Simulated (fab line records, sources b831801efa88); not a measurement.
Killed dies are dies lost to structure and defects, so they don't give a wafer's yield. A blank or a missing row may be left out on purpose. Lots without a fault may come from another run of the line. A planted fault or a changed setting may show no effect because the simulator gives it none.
fab line records | flow sky130
record lots=6 wafers=18 last_day=50
route steps=708 shown FIELD_ISO@1 PAD_OPEN@708
lots that met no fault: from a run of the same line without faults
start_h: hours from the record's first day to the start of the lot's first wafer shown | wait_h: hours since the lot's step before | " the same as in the row above | L1.1+2: a row that stands for several wafers | - no value, or no start given | * or withheld: withheld | < > ~ a bound
route shown NAME@n: a module of which the file shows steps, and the number in the route of the first | usual: mean/standard deviation of fault-free wafers | same: alike in all rows | chamber/n: place in a boat | sites: the reading at each site | _std_site: their standard deviation | _edge_site: outer sites' mean less inner sites' | radius_mm: how far each site lies from the wafer's centre | mask NAME#n: copy n | behind: the tool/chamber that last shaped the wafer | hold: why the lot was held/for how many hours/how that ended | device: the transistor (n, p or np) that didn't switch | end of line: the same wafers' tests at the end of the route | a step without rows: its recipe alone | killed: dies lost to structure and defects at the first sort, not the wafer's yield | map: a wafer's dies, x killed, . not, _ none there
set.NAME: the setting as run; set.NAME@STEP: as run at that earlier step | model.NAME: the simulator's own value behind a step, which no gauge read
lots at some steps of the route; a table a step, a row a wafer
services: from which hour (start_h, from the record's first day; less than 0 if before it) a tool's chamber was out of use, for how many hours, and why
## steps
# step SKY_FIELD_ISO_BOW_MEAS_00
# recipe mode=bow
# usual INCOMING_BOW=1/6
# columns lot.wafer tool chamber start_h wait_h INCOMING_BOW[um]
L114.3 film_metro-01 - 20.04 - -1
L114.4 " - " " -14
L114.6 " - " " -2
L115.1 film_metro-03 - 25.00 - -3
L115.4 " - " " 0
L115.5 " - " " 0
L122.1 film_metro-01 - 60.00 - 1
L122.3 " - " " 1
L122.4 " - " " 0
L123.1 film_metro-02 - 65.00 - -5
L123.2 " - " " 6
L123.6 " - " " 5
L128.2 film_metro-02 - 90.02 - 9
L128.3 " - " " -2
L128.6 " - " " 3
L135.3 film_metro-03 - 125.04 - 10
L135.4 " - " " -7
L135.6 " - " " 2
# step SKY_FIELD_ISO_OXIDATION_01
# recipe temp_c=900 ambient=O2 stabilise_s=600 purge_s=300 target_thk_a=120 ox_time_s=1843
# usual ox_time_s=1843/0 spike_tc_top_C=911.4/1.3
# columns lot.wafer tool chamber start_h wait_h ox_time_s spike_tc_top_C model.SiO2_of_FIELD_ISO_OXIDATION_01.thk_nm
L114.3 furnace-02 0 21.27 1.2 1843 912.4 11.96
L114.4 " 0 " " 1843 912.5 12.02
L114.6 " 0 " " 1843 913.0 11.88
L115.1 furnace-01 0 25.12 0.1 1843 911.8 12.37
L115.4 " 0 " " 1843 912.8 12.24
L115.5 " 0 " " 1843 909.5 12.42
L122.1 furnace-01 0 61.21 1.2 1474.4 909.4 10.5
L122.3 " 0 " " 1474.4 910.2 10.74
L122.4 " 0 " " 1474.4 909.8 10.54
L123.1 furnace-01 0 65.24 0.2 1474.4 910.2 10.23
L123.2 " 0 " " 1474.4 914.0 10.16
L123.6 " 0 " " 1474.4 909.7 10.14
L128.2 furnace-02 0 92.37 2.3 1843 915.1 12.15
L128.3 " 0 " " 1843 911.9 12.18
L128.6 " 0 " " 1843 913.2 12.43
L135.3 furnace-02 0 127.21 2.2 1843 913.6 11.9
L135.4 " 0 " " 1843 911.8 11.79
L135.6 " 0 " " 1843 911.3 11.72
# step SKY_FIELD_ISO_THK_MEAS_02
# recipe reads=SiO2_of_FIELD_ISO_OXIDATION_01
# usual FIELD_ISO_OXIDATION_00_THK=12.16/0.26
# columns lot.wafer tool chamber start_h wait_h FIELD_ISO_OXIDATION_00_THK[nm]
L114.3 film_metro-01 - 22.80 0.0 11.96
L114.4 " - " " 12.00
L114.6 " - " " 11.81
L115.1 film_metro-02 - 26.63 0.0 12.36
L115.4 " - " " 12.22
L115.5 " - " " 12.41
L122.1 film_metro-01 - 62.72 0.0 10.54
L122.3 " - " " 10.68
L122.4 " - " " 10.57
L123.1 film_metro-02 - 66.75 0.0 10.24
L123.2 " - " " 10.14
L123.6 " - " " 10.10
L128.2 film_metro-01 - 93.89 0.0 12.13
L128.3 " - " " 12.16
L128.6 " - " " 12.41
L135.3 film_metro-02 - 128.75 0.0 11.90
L135.4 " - " " 11.83
L135.6 " - " " 11.72
# step SKY_FIELD_ISO_CVD_03
# recipe material=Si3N4 precursor=DCS/NH3 target_thk_nm=165 temp_c=770 time_s=2830 pressure_mtorr=250
# step SKY_FIELD_ISO_THK_MEAS_04
# recipe reads=Si3N4_of_FIELD_ISO_CVD_03
# usual FIELD_ISO_CVD_03_THK=165.4/1.4
# columns lot.wafer tool chamber start_h wait_h FIELD_ISO_CVD_03_THK[nm]
L114.3 film_metro-01 - 25.73 0.0 164.7
L114.4 " - " " 166.1
L114.6 " - " " 165.1
L115.1 film_metro-01 - 29.37 0.0 163.3
L115.4 " - " " 164.7
L115.5 " - " " 163.6
L122.1 film_metro-01 - 64.92 0.0 164.7
L122.3 " - " " 165.4
L122.4 " - " " 163.9
L123.1 film_metro-01 - 68.81 0.0 164.6
L123.2 " - " " 164.3
L123.6 " - " " 166.6
L128.2 film_metro-01 - 96.56 0.0 167.3
L128.3 " - " " 166.6
L128.6 " - " " 167.2
L135.3 film_metro-01 - 131.11 0.0 165.7
L135.4 " - " " 164.8
L135.6 " - " " 165.4
# step SKY_FIELD_ISO_DEHYDRATE_05
# recipe temp_c=200 time_s=60
# step SKY_FIELD_ISO_HMDS_06
# recipe prime_time_s=60 prime_temp_c=120
# step SKY_FIELD_ISO_COAT_07
# recipe resist=BARC temp_c=withheld time_s=withheld spin_rpm=3000 resist_thk_nm=60
# step SKY_FIELD_ISO_COAT_08
# recipe resist=KrF-thick spin_rpm=3000 resist_thk_nm=450
# step SKY_FIELD_ISO_SOFTBAKE_09
# recipe temp_c=100 time_s=90 resist=KrF-thick
# step SKY_FIELD_ISO_EXPOSE_10
# recipe mask_id=FOM na=0.68 source_shape=annular sigma_inner=0.4 sigma_outer=0.8 target_cd_nm=150 dose_mj=28
# step SKY_FIELD_ISO_PEB_11
# recipe peb_temp_c=withheld peb_time_s=withheld resist=KrF-thick
# step SKY_FIELD_ISO_DEVELOP_12
# recipe develop_time_s=60 resist=KrF-thick dev_temp_c=21
# step SKY_FIELD_ISO_CD_MEAS_13
# recipe target_cd_nm=150
# usual cd_nm=149.7/1.4
# columns lot.wafer tool chamber start_h wait_h cd_nm
L114.3 cd_sem-02 - 40.53 - 151.1
L114.4 " - " " 150.7
L114.6 " - " " 151.4
L115.1 cd_sem-02 - 44.78 - 150.9
L115.4 " - " " 151.2
L115.5 " - " " 150.6
L122.1 cd_sem-02 - 81.69 - 150.5
L122.3 " - " " 151.0
L122.4 " - " " 150.0
L123.1 cd_sem-01 - 85.28 - 151.6
L123.2 " - " " 152.1
L123.6 " - " " 150.7
L128.2 cd_sem-01 - 113.71 - 149.8
L128.3 " - " " 149.9
L128.6 " - " " 148.5
L135.3 cd_sem-02 - 150.83 - 149.4
L135.4 " - " " 148.9
L135.6 " - " " 148.7
# step SKY_FIELD_ISO_ETCH_14
# recipe chemistry=N2/H2 target=BARC ion_energy_ev=200 source_w=500 bias_w=100 pressure_mtorr=30 n2_flow_sccm=100 h2_flow_sccm=200 stop_on=SiO2 time_s=45.9 target_depth_a=600
# usual bias_w=100.0/0.32 chamber_pressure_mTorr=30.001/0.027 drypump_motor_current_A=5.7/0.42 oes_product_au=0.854/0.0047 rf_fwd_power_W=494.8/2.2 throttle_valve_pct=13.224/0.0099
# columns lot.wafer tool chamber start_h wait_h bias_w chamber_pressure_mTorr drypump_motor_current_A oes_product_au rf_fwd_power_W rf_hours_counter_h throttle_valve_pct
L114.3 rie_diel-03 0 40.61 0.1 99.3 29.964 5.1 0.853 496.7 146 13.227
L114.4 " 3 " " 100.5 30.026 5.9 0.849 493.9 142 13.199
L114.6 " 3 " " 100.5 29.980 5.9 0.854 491.3 - 13.222
L115.1 rie_diel-04 1 44.90 0.1 100.7 30.000 5.4 0.846 493.6 102 13.216
L115.4 " 0 " " 99.6 29.992 5.5 0.852 494.5 0 13.230
L115.5 " 0 " " 99.7 29.957 5.4 0.852 493.2 - 13.217
L122.1 rie_diel-04 3 81.81 0.1 100.2 30.042 5.3 0.858 492.4 53 13.217
L122.3 " 1 " " 99.5 30.014 5.4 0.861 493.3 102 13.219
L122.4 " 0 " " 99.9 30.019 5.4 0.857 492.1 1 13.211
L123.1 rie_diel-01 0 85.40 0.1 99.8 29.989 5.5 0.855 493.7 70 13.217
L123.2 " 2 " " 99.9 29.969 5.8 0.854 494.8 162 13.231
L123.6 " 2 " " 100.1 29.990 5.8 0.856 494.7 - 13.205
L128.2 rie_diel-03 0 113.81 0.1 100.2 29.985 5.2 0.858 497.0 147 13.230
L128.3 " 2 " " 99.6 29.989 5.6 0.859 494.3 6 13.242
L128.6 " 0 " " 99.7 29.967 5.2 0.858 497.0 - 13.226
L135.3 rie_diel-01 2 150.91 0.1 100.8 29.963 5.8 0.859 497.5 1 13.233
L135.4 " 0 " " 100.0 30.026 5.6 0.846 493.7 - 13.223
L135.6 " 2 " " 100.4 30.021 5.8 0.857 496.9 - 13.214
# step SKY_FIELD_ISO_ETCH_15
# recipe chemistry=CHF3/O2 target_depth_nm=180 stop_on=Si source_w=600 bias_w=200 pressure_mtorr=40 chf3_flow_sccm=50 O2_flow_sccm=5 time_s=70.96
# usual O2_flow_sccm=4.996/0.016 bias_w=200.0/0.62 chamber_pressure_mTorr=40.00/0.035 drypump_motor_current_A=5.6/0.42 oes_product_au=0.956/0.0063 rf_fwd_power_W=595.3/2.2 throttle_valve_pct=8.847/0.0098
# columns lot.wafer tool chamber start_h wait_h O2_flow_sccm bias_w chamber_pressure_mTorr drypump_motor_current_A oes_product_au rf_fwd_power_W rf_hours_counter_h throttle_valve_pct
L114.3 rie_diel-03 0 40.65 0.0 4.989 198.3 39.99 5.2 0.954 595.1 146 8.853
L114.4 " 3 " " 5.011 199.8 40.01 5.9 0.969 592.7 142 8.845
L114.6 " 3 " " 4.996 200.4 40.02 5.9 0.951 592.8 - 8.836
L115.1 rie_diel-04 1 44.94 0.0 4.997 200.4 39.96 5.4 0.954 595.8 102 8.848
L115.4 " 0 " " 4.996 200.3 39.95 5.5 0.959 596.2 0 8.836
L115.5 " 0 " " 4.985 200.0 40.01 5.5 0.947 594.3 - 8.850
L122.1 rie_diel-04 3 81.85 0.0 5.013 200.0 39.97 5.3 0.958 595.9 53 8.848
L122.3 " 1 " " 4.976 200.1 39.96 5.4 0.960 597.2 102 8.834
L122.4 " 0 " " 4.990 199.7 40.02 5.4 0.953 592.6 1 8.845
L123.1 rie_diel-01 0 85.46 0.0 5.006 200.6 39.96 5.6 0.954 593.0 70 8.863
L123.2 " 2 " " 4.991 199.9 40.03 5.8 0.949 594.6 162 8.849
L123.6 " 2 " " 4.990 198.7 39.96 5.8 0.965 594.1 - 8.853
L128.2 rie_diel-03 0 113.85 0.0 4.994 200.1 39.98 5.2 0.953 594.9 147 8.833
L128.3 " 2 " " 5.035 198.9 39.99 5.6 0.965 593.6 6 8.844
L128.6 " 0 " " 4.990 199.1 40.03 5.1 0.964 594.1 - 8.850
L135.3 rie_diel-01 2 150.95 0.0 4.999 199.6 39.98 5.8 0.955 600.9 1 8.855
L135.4 " 0 " " 4.989 200.4 40.04 5.6 0.954 600.2 - 8.834
L135.6 " 2 " " 5.008 200.2 40.02 5.8 0.955 598.9 - 8.847
# step SKY_FIELD_ISO_STRIP_16
# recipe chemistry=O2/N2 power_w=1400 pressure_mtorr=1500 platen_temp_c=withheld o2_flow_sccm=3000 n2_flow_sccm=300 overash_fraction=0.5
# usual chamber_pressure_mTorr=1500.1/1.4 drypump_motor_current_A=5.6/0.4 oes_product_au=0.378/0.005 strip_time_to_endpoint_s=3.57/0.031
# columns lot.wafer tool chamber start_h wait_h chamber_pressure_mTorr drypump_motor_current_A oes_product_au rf_hours_counter_h strip_time_to_endpoint_s
L114.3 plasma_asher-02 1 40.74 0.1 1501.0 5.9 0.377 - 3.55
L114.4 " 0 " " 1500.5 5.3 0.378 - 3.53
L114.6 " 0 " " 1500.2 5.3 0.381 - 3.52
L115.1 plasma_asher-02 0 45.00 0.0 1501.4 5.3 0.380 36 3.58
L115.4 " 1 " " 1500.9 5.9 0.379 - 3.51
L115.5 " 0 " " 1504.0 5.3 0.380 - 3.52
L122.1 plasma_asher-04 0 81.91 0.0 1498.2 5.9 0.384 38 3.55
L122.3 " 1 " " 1499.6 5.0 0.372 - 3.54
L122.4 " 0 " " 1500.9 5.9 0.377 - 3.51
L123.1 plasma_asher-03 1 85.55 0.1 1501.0 5.7 0.386 41 3.58
L123.2 " 0 " " 1499.5 6.2 0.376 41 3.57
L123.6 " 1 " " 1502.6 5.7 0.383 - 3.61
L128.2 plasma_asher-04 0 113.91 0.0 1502.1 5.9 0.376 41 3.56
L128.3 " 1 " " 1500.2 5.0 0.379 - 3.54
L128.6 " 1 " " 1501.7 4.9 0.380 - 3.58
L135.3 plasma_asher-02 1 151.04 0.1 1501.9 5.9 0.379 - 3.58
L135.4 " 0 " " 1501.2 5.3 0.383 - 3.61
L135.6 " 1 " " 1499.9 5.9 0.380 - 3.57
# step SKY_FIELD_ISO_ETCH_17
# recipe target_depth_a=3420 mask_material=Si3N4 chemistry=HBr/Cl2/O2 target=Si taper_deg=5 icp_w=600 bias_w=150 pressure_mtorr=15 HBr_flow_sccm=150 Cl2_flow_sccm=40 O2_flow_sccm=6 time_s=97.7
# usual HBr_flow_sccm=150.0/0.4 O2_flow_sccm=6.001/0.017 bias_w=150.0/0.43 chamber_pressure_mTorr=15.000/0.014 drypump_motor_current_A=5.4/0.41 oes_product_au=1.003/0.0088 rf_fwd_power_W=596.8/1.9 throttle_valve_pct=25.654/0.01
# columns lot.wafer tool chamber start_h wait_h HBr_flow_sccm O2_flow_sccm bias_w chamber_pressure_mTorr drypump_motor_current_A oes_product_au rf_fwd_power_W rf_hours_counter_h throttle_valve_pct
L114.3 rie_si-01 0 40.81 0.0 150.0 5.985 149.7 15.011 4.8 1.003 597.7 2 25.646
L114.4 " 1 " " 149.5 6.003 150.5 15.018 5.5 0.991 595.3 140 25.679
L114.6 " 2 " " 149.6 6.006 149.8 14.996 5.1 1.001 598.0 - 25.661
L115.1 rie_si-02 2 45.10 0.1 150.5 6.022 150.1 14.982 5.7 0.993 599.4 22 25.653
L115.4 " 0 " " 150.2 5.982 149.5 14.995 5.7 1.012 599.4 51 25.645
L115.5 " 0 " " 150.6 5.984 149.9 14.987 5.7 1.007 599.8 - 25.647
L122.1 rie_si-02 0 82.01 0.1 150.3 6.004 149.9 15.002 5.7 1.005 597.5 51 25.659
L122.3 " 1 " " 149.8 6.015 149.9 14.998 5.0 0.997 591.5 3 25.639
L122.4 " 2 " " 149.6 5.978 149.7 15.009 5.7 1.007 594.4 22 25.646
L123.1 rie_si-01 1 85.65 0.1 150.1 5.996 150.6 14.989 5.5 0.999 599.1 141 25.667
L123.2 " 0 " " 149.3 5.979 150.2 14.976 4.8 0.995 594.2 3 25.646
L123.6 " 3 " " 150.6 6.000 150.2 14.983 6.0 0.999 595.9 - 25.649
L128.2 rie_si-01 2 114.01 0.1 149.7 5.989 149.6 15.025 5.1 1.012 595.3 39 25.641
L128.3 " 3 " " 150.0 6.007 150.6 15.009 6.1 1.001 595.2 74 25.646
L128.6 " 1 " " 150.1 5.998 149.8 14.988 5.5 0.994 597.9 - 25.664
L135.3 rie_si-02 2 151.11 0.0 150.9 6.021 149.8 14.988 5.7 1.001 597.1 23 25.647
L135.4 " 1 " " 150.0 6.001 150.3 15.005 5.0 1.008 597.7 4 25.640
L135.6 " 0 " " 150.5 5.975 150.5 14.981 5.7 1.019 597.6 - 25.653
# step SKY_FIELD_ISO_WET_ETCH_18
# recipe chemistry=H3PO4 target_depth_nm=25 temp_c=160 target=Si3N4 time_s=286
# step SKY_FIELD_ISO_CLEAN_19
# recipe chemistry=SC1/SC2 mix=1:4:20 temp_c=70 time_s=150
# step SKY_FIELD_ISO_CLEAN_20
# recipe chemistry=dHF time_s=20 dilution=100:1
# step SKY_FIELD_ISO_WET_ETCH_21
# recipe chemistry=dHF dilution=100:1 target_depth_nm=20 dry=ipa_marangoni target=SiO2 temp_c=25 time_s=400
# step SKY_FIELD_ISO_OXIDATION_22
# recipe temp_c=950 ambient=O2 stabilise_s=600 purge_s=300 target_thk_a=100 ox_time_s=623
# step SKY_FIELD_ISO_THK_MEAS_23
# recipe reads=SiO2_of_FIELD_ISO_OXIDATION_22
# usual FIELD_ISO_OXIDATION_01_THK=10.21/0.19
# columns lot.wafer tool chamber start_h wait_h FIELD_ISO_OXIDATION_01_THK[nm]
L114.3 film_metro-01 - 43.49 0.0 10.70
L114.4 " - " " 10.69
L114.6 " - " " 10.62
L115.1 film_metro-03 - 46.62 0.0 10.55
L115.4 " - " " 10.57
L115.5 " - " " 10.48
L122.1 film_metro-01 - 86.56 0.0 10.01
L122.3 " - " " 10.30
L122.4 " - " " 10.20
L123.1 film_metro-01 - 89.15 0.0 10.14
L123.2 " - " " 10.15
L123.6 " - " " 10.25
L128.2 film_metro-02 - 117.00 0.0 10.26
L128.3 " - " " 10.16
L128.6 " - " " 10.31
L135.3 film_metro-01 - 154.16 0.0 10.13
L135.4 " - " " 10.32
L135.6 " - " " 10.19
# step SKY_FIELD_ISO_CVD_24
# recipe material=SiO2 target_thk_nm=595 temp_c=650 sigma_open_frac=0.3 time_s=99.2 sih4_flow_sccm=60 pressure_mtorr=6
# step SKY_FIELD_ISO_THK_MEAS_25
# recipe reads=SiO2_of_FIELD_ISO_CVD_24
# usual FIELD_ISO_CVD_24_THK=600/5.9
# columns lot.wafer tool chamber start_h wait_h FIELD_ISO_CVD_24_THK[nm]
L114.3 film_metro-03 - 43.62 0.1 603
L114.4 " - " " 603
L114.6 " - " " 611
L115.1 film_metro-02 - 46.75 0.0 593
L115.4 " - " " 598
L115.5 " - " " 604
L122.1 film_metro-02 - 86.69 0.0 608
L122.3 " - " " 604
L122.4 " - " " 607
L123.1 film_metro-02 - 89.28 0.0 601
L123.2 " - " " 604
L123.6 " - " " 605
L128.2 film_metro-02 - 117.13 0.0 605
L128.3 " - " " 593
L128.6 " - " " 599
L135.3 film_metro-03 - 154.30 0.1 605
L135.4 " - " " 603
L135.6 " - " " 600
# step SKY_FIELD_ISO_ANNEAL_26
# recipe temp_c=1000 time_s=1800 ambient=N2
# step SKY_FIELD_ISO_CMP_27
# recipe stop_on=Si3N4 t_overpolish_s=16 down_force_psi=4 platen_rpm=60 target_thk_nm=457.8 pad_velocity_m_s=0.94248
# usual head_pressure_psi=3.999/0.0096 motor_current_A=12.2/1.1 retaining_ring_pressure_frac=1.001/0.0057 slurry_flow_ml_min=150.0/0.48
# columns lot.wafer tool chamber start_h wait_h head_pressure_psi motor_current_A retaining_ring_pressure_frac slurry_flow_ml_min
L114.4 cmp-01 1 45.16 0.0 3.988 13.1 1.004 150.3
L114.3 " 2 " " 3.991 14.3 1.002 149.0
L114.6 " 1 " " 3.993 13.0 0.997 149.8
L115.1 cmp-01 0 48.36 0.1 4.007 11.9 1.007 150.0
L115.4 " 1 " " 4.008 12.8 1.002 150.5
L115.5 " 0 " " 3.990 11.3 1.001 149.8
L122.3 cmp-02 2 90.65 0.0 3.986 13.1 1.002 149.9
L122.4 " 3 " " 3.992 10.8 1.008 149.8
L122.1 " 1 " " 3.998 10.8 1.010 151.0
L123.1 cmp-01 0 93.59 0.1 3.992 11.8 0.993 149.7
L123.2 " 2 " " 4.003 12.8 0.998 150.2
L123.6 " 3 " " 4.013 12.3 0.995 149.2
L128.3 cmp-02 3 125.79 0.1 4.000 11.1 0.998 150.0
L128.2 " 1 " " 4.014 10.7 1.003 150.1
L128.6 " 3 " " 4.005 11.0 1.007 150.5
L135.3 cmp-02 2 158.30 0.0 3.981 13.4 1.007 149.3
L135.4 " 3 " " 4.010 10.5 1.003 149.6
L135.6 " 2 " " 3.981 13.4 1.001 149.8
# step SKY_FIELD_ISO_WET_ETCH_28
# recipe chemistry=dHF target_depth_nm=23.7 target=SiO2 dilution=10:1 temp_c=25 time_s=47
# step SKY_FIELD_ISO_WET_ETCH_29
# recipe chemistry=H3PO4 target_depth_nm=160 target=Si3N4 temp_c=160 time_s=1825
# usual temp_c=159.98/0.15
# columns lot.wafer tool chamber start_h wait_h temp_c model.SiO2_of_FIELD_ISO_OXIDATION_01.thk_nm
L114.3 wet_bench-03 2 45.48 0.0 159.84 11.64
L114.4 " 2 " " 159.82 11.7
L114.6 " 2 " " 159.85 11.56
L115.1 wet_bench-01 3 48.63 0.0 160.26 12.04
L115.4 " 3 " " 159.87 11.92
L115.5 " 3 " " 160.11 12.09
L122.1 wet_bench-01 1 90.97 0.0 160.13 10.18
L122.3 " 1 " " 159.89 10.43
L122.4 " 1 " " 160.28 10.23
L123.1 wet_bench-04 2 93.86 0.0 159.83 9.902
L123.2 " 2 " " 160.10 9.838
L123.6 " 2 " " 160.04 9.811
L128.2 wet_bench-01 1 126.08 0.0 160.22 11.83
L128.3 " 1 " " 159.94 11.86
L128.6 " 1 " " 160.07 12.11
L135.3 wet_bench-04 2 158.62 0.0 159.97 11.58
L135.4 " 2 " " 159.83 11.47
L135.6 " 2 " " 159.80 11.4
# step SKY_FIELD_ISO_WET_ETCH_30
# recipe chemistry=dHF target_depth_nm=25 target=SiO2 dilution=10:1 temp_c=25 time_s=50
# step SKY_PAD_OPEN_PROBE_99
# usual killed_at_M0_to_M3=44/7.6 killed_at_M4_up=3.2/1.7 killed_at_contacts=24/5.7 killed_at_front_end=16/3.9 killed_at_other=0.2/0.45 killed_dies=87/9.5 killed_open=47/6.9 killed_short=40/5.8
# same gross_dies=492 killed_at_back_side=0
# columns lot.wafer tool chamber start_h wait_h killed_at_M0_to_M3 killed_at_M4_up killed_at_contacts killed_at_front_end killed_at_other killed_dies killed_open killed_short
L123.1 prober-02 - 1137.18 0.1 35 4 21 16 0 76 45 31
L123.2 prober-02 - 1137.23 0.1 42 0 17 12 1 72 36 36
L123.6 prober-02 - 1137.43 0.2 59 7 17 19 0 102 48 54
# killed by level:class
L123.1 VIA1:geometric_particle:open=9 LI_CONTACT:geometric_particle:open=8 VIA2:geometric_particle:open=7 FIELD_ISO:geometric_particle:open=5 POLY_GATE:geometric_particle:short=4 CONTACT:geometric_particle:open=4 LOCAL_INTERCONNECT:geometric_particle:short=4 VIA1:geometric_particle:short=4
L123.2 VIA1:geometric_particle:open=13 VIA2:geometric_particle:open=7 FIELD_ISO:geometric_particle:short=5 VIA2:geometric_particle:short=5 METAL3:geometric_particle:short=5 CONTACT:geometric_particle:open=4 LI_CONTACT:geometric_particle:open=4 METAL2:geometric_particle:short=4
L123.6 METAL1:geometric_particle:short=9 VIA1:geometric_particle:open=9 VIA3:geometric_particle:open=9 VIA1:geometric_particle:short=8 FIELD_ISO:geometric_particle:open=7 VIA2:geometric_particle:open=6 CONTACT:geometric_particle:open=6 METAL2:geometric_particle:short=6
## services
# columns tool chamber start_h hours kind
cmp-02 - 0.32 2.4 repair
cmp-02 - 2.67 7.1 pm
rie_diel-04 2 2.83 5.3 repair
rie_si-01 0 25.96 3.2 repair
rie_diel-04 1 50.42 8.5 repair
cmp-01 - 64.00 4.0 pm
cmp-01 - 66.88 0.8 repair
cmp-01 - 70.65 2.6 repair
furnace-02 - 75.46 10.9 pm
rie_diel-01 3 83.64 16.8 repair
rie_diel-01 1 84.02 4.0 repair
furnace-02 - 95.36 29.1 repair
plasma_asher-04 - 100.58 1.7 repair
rie_diel-03 0 101.33 1.9 repair
rie_diel-04 - 102.44 15.6 pm
plasma_asher-02 - 108.75 9.0 pm
rie_diel-01 2 113.24 - clean
rie_diel-01 2 113.24 18.7 scheduled_down
plasma_asher-02 - 117.75 14.6 pm
wet_bench-01 - 123.71 1.4 repair
cmp-01 - 137.72 0.6 repair
rie_diel-01 3 139.02 5.2 repair
cmp-01 - 152.47 21.9 pm
furnace-02 - 156.83 4.6 pm
## key
first_sign step=SKY_FIELD_ISO_OXIDATION_01 reading=ox_time_s direction=down sigmas=99+ usual=* struck=*
effect step=SKY_FIELD_ISO_THK_MEAS_02 reading=FIELD_ISO_OXIDATION_00_THK direction=down sigmas=6.9 usual=12.16 struck=10.38
model_effect step=SKY_FIELD_ISO_OXIDATION_01 value=SiO2_of_FIELD_ISO_OXIDATION_01.thk_nm without=12.11 struck=10.39
model_effect step=SKY_FIELD_ISO_WET_ETCH_29 value=SiO2_of_FIELD_ISO_OXIDATION_01.thk_nm without=11.79 struck=10.06
met_at SKY_FIELD_ISO_OXIDATION_01
struck_wafers L122.1,L122.3,L122.4,L123.1,L123.2,L123.6
tester_left_out L122,L123
onset_between 25.12 61.21
fault kind=process_parameter_drift tool=furnace-01 chamber=- onset_h=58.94 steps=SKY_FIELD_ISO_OXIDATION_01 channel=ox_time_s offset=* shape=step end_h=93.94 acts_in=* stated=*
# tester_left_out: of these lots the tester's yield and bins aren't shown, on N5 and GAA mostly nor the transistor test; their killed dies are dies lost to structure and defects alone, not to doping, threshold or leakage, so they don't give the yield
